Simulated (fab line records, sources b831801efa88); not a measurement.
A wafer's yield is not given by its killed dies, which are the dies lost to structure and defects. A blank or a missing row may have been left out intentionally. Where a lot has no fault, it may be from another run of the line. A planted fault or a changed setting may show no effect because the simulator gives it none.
Matching of chambers -- flow gf180mcu -- 4 sister chambers for GF_V5_ETCH_16 on rie_diel-02
The step etches BARC in N2/H2. 4 wafers are shown with their chamber, then 12 later ones without.

WAFERS, EACH WITH ITS CHAMBER
wafer,chamber,drypump_motor_current_A (A)
L080.4,2,5.9
L085.2,1,6.2
L085.3,3,6.1
L085.6,0,5.8

WAFERS WITH NO CHAMBER GIVEN
wafer,drypump_motor_current_A (A)
L086.2,6.1
L086.5,6.1
L086.6,5.9
L087.2,6.0
L087.5,6.1
L087.6,6.0
L089.2,6.1
L089.4,6.3
L089.6,5.9
L096.1,6.1
L096.3,6.3
L096.4,5.7

CHAMBER TAKEN BY EACH
wafer,from the rows above,in truth
L086.2,can't be placed: 3 or 1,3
L086.5,can't be placed: 3 or 1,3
L086.6,can't be placed: 2 or 0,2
L087.2,can't be placed: 2 or 3 or 0 or 1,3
L087.5,can't be placed: 3 or 1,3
L087.6,can't be placed: 2 or 3 or 0 or 1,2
L089.2,can't be placed: 3 or 1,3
L089.4,can't be placed: 1 or 3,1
L089.6,can't be placed: 2 or 0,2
L096.1,can't be placed: 3 or 1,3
L096.3,can't be placed: 1 or 3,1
L096.4,can't be placed: 0 or 2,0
0 of 12 placed correctly. From these rows, 12 cannot be placed; in 12 the true chamber is one of the candidates. Number placed wrongly: 0.
How it was worked out, from the rows above alone: a wafer's distance from a chamber is the root of the sum, over the readings, of the square of ((its reading less the chamber's mean) divided by the reading's scatter). The wafer belongs to the nearest chamber; if the next one is less than 2 further off, it can't be placed. The mean given for a chamber averages the wafers shown for that chamber. The scatter: root of mean squared gap, hidden wafer to nearest shown wafer, with one shown wafer a chamber.
